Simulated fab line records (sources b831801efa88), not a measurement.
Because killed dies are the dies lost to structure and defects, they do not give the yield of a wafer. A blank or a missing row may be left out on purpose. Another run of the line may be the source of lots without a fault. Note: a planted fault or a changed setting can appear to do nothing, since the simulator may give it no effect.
Struck lot and sound lot, side by side / flow gf180mcu / 20 steps out of a route of 602
Sound: the wafers L771.1, L771.3, L771.4. Struck: wafers L767.4, L767.5, L767.6. Last of all comes the cause.
Each step with rows lists, per side, the tool, then ch with its chambers, then its first start. Under that, the readings that differ: sound wafers / struck wafers / difference of the means / sigmas: that difference in standard deviations of wafers without a fault.
alike: same words and numbers on both sides, and readings whose means sit less than 2 such deviations apart. not compared: any withheld reading, any reading some wafer has no value for, any bound like >300 that may hide the same value, and any number with overlapping values for which the record gives no deviation.
Wherever a step has rows on one side only, a row that says differs or no value, or a row with sigmas, the two part there. Numbers that have no deviation but don't overlap get no sigmas and don't part them. A reading missing from all wafers of one side parts the sides only when that side holds two or more wafers.

first, 6 steps without rows for these wafers: GF_M3_HMDS_08 (prime time 60 s); GF_M3_COAT_09 (resist thk 1000 nm); GF_M3_SOFTBAKE_10 (time 60 s); GF_M3_EXPOSE_11 (exposes mask Metal3, target cd 280 nm); GF_M3_PEB_12 (peb time 90 s); GF_M3_DEVELOP_13 (develop time 60 s).
GF_M3_CD_MEAS_14 targets a cd of 280 nm.
  struck on cd_sem-01, day 24 15:34; sound on cd_sem-01, day 25 22:22
reading=cd_nm (nm); sound=281.1 280.3 280.3; struck=277.2 278.6 277.5; difference=-2.8; sigmas=-3
GF_M3_OVL_MEAS_15:
  struck on overlay-02, day 24 15:38; sound on overlay-02, day 25 22:29
  alike: M3_OVL
GF_M3_METAL_ETCH_16: etches the open film in Cl2/BCl3, stops on SiO2, target depth 750.8 nm, time 125.1 s.
  sound on rie_metal-01 ch 0,1, day 25 22:32; struck on rie_metal-04 ch 0,1, day 24 15:43
  alike: drypump_motor_current_A, oes_product_au, throttle_valve_pct
  not compared: rf_hours_counter_h
GF_M3_STRIP_17: strips in O2/N2.
  sound on plasma_asher-03 ch 0,1, day 25 22:40; struck on plasma_asher-02 ch 0,1, day 24 15:50
  alike: drypump_motor_current_A, heater_power_w, n2_flow_sccm, oes_product_au, strip_time_to_endpoint_s
  not compared: rf_hours_counter_h
then, 2 steps without rows for these wafers: GF_M3_STRIP_18 (strips in post etch residue remover, time 1200 s); GF_M3_CLEAN_19 (cleans in DIW).
GF_V3_CVD_00: deposits SiO2, target thk 600 nm, time 100 s.
  sound on hdpcvd-01 ch 1,2, day 25 23:11; struck on hdpcvd-02 ch 0,1,2, day 24 16:37
GF_V3_THK_MEAS_01:
  struck on film_metro-04, day 24 16:40; sound on film_metro-04, day 25 23:16
reading=V3_CVD_00_THK (nm); sound=596 596 599; struck=1187 1180 1195; difference=+590; sigmas=+99 or more
GF_V3_CVD_02: deposits SiO2 from TEOS, target thk 850 nm, time 94.851 s.
  sound on pecvd-04 ch 0,1,2, day 25 23:19; struck on pecvd-01 ch 0,1,2, day 24 16:44
  alike: heater_power_w
GF_V3_THK_MEAS_03:
  struck on film_metro-01, day 24 16:48; sound on film_metro-01, day 25 23:23
  alike: V3_CVD_02_THK
GF_V3_CMP_04: polishes SiO2.
  sound on cmp-02 ch 1,2,3, day 25 23:27; struck on cmp-02 ch 0,3, day 24 16:53
  alike: motor_current_A, time_to_endpoint_s
GF_V3_BOW_MEAS_05:
  struck on film_metro-04, day 24 17:11; sound on film_metro-04, day 25 23:45
reading=V3_BOW (um); sound=129 128 130; struck=150 157 157; difference=+26; sigmas=+3
then, 1 step without rows for these wafers: GF_V3_DEHYDRATE_06 (time 60 s).
-- the record jumps here: 7 days lie between the struck wafers' starts before and after (it left off in module V3 and takes up again in module PASSIVATION, whose first step shown is number 602 of the route) --
GF_PASSIVATION_PROBE_99:
  record: rows for the struck wafers here (prober-01, day 31 17:34), none for the sound ones

## WHERE THEY PART
Earliest at GF_M3_CD_MEAS_14; latest, in this record, at GF_PASSIVATION_PROBE_99.

WHY: the cause the simulator had injected
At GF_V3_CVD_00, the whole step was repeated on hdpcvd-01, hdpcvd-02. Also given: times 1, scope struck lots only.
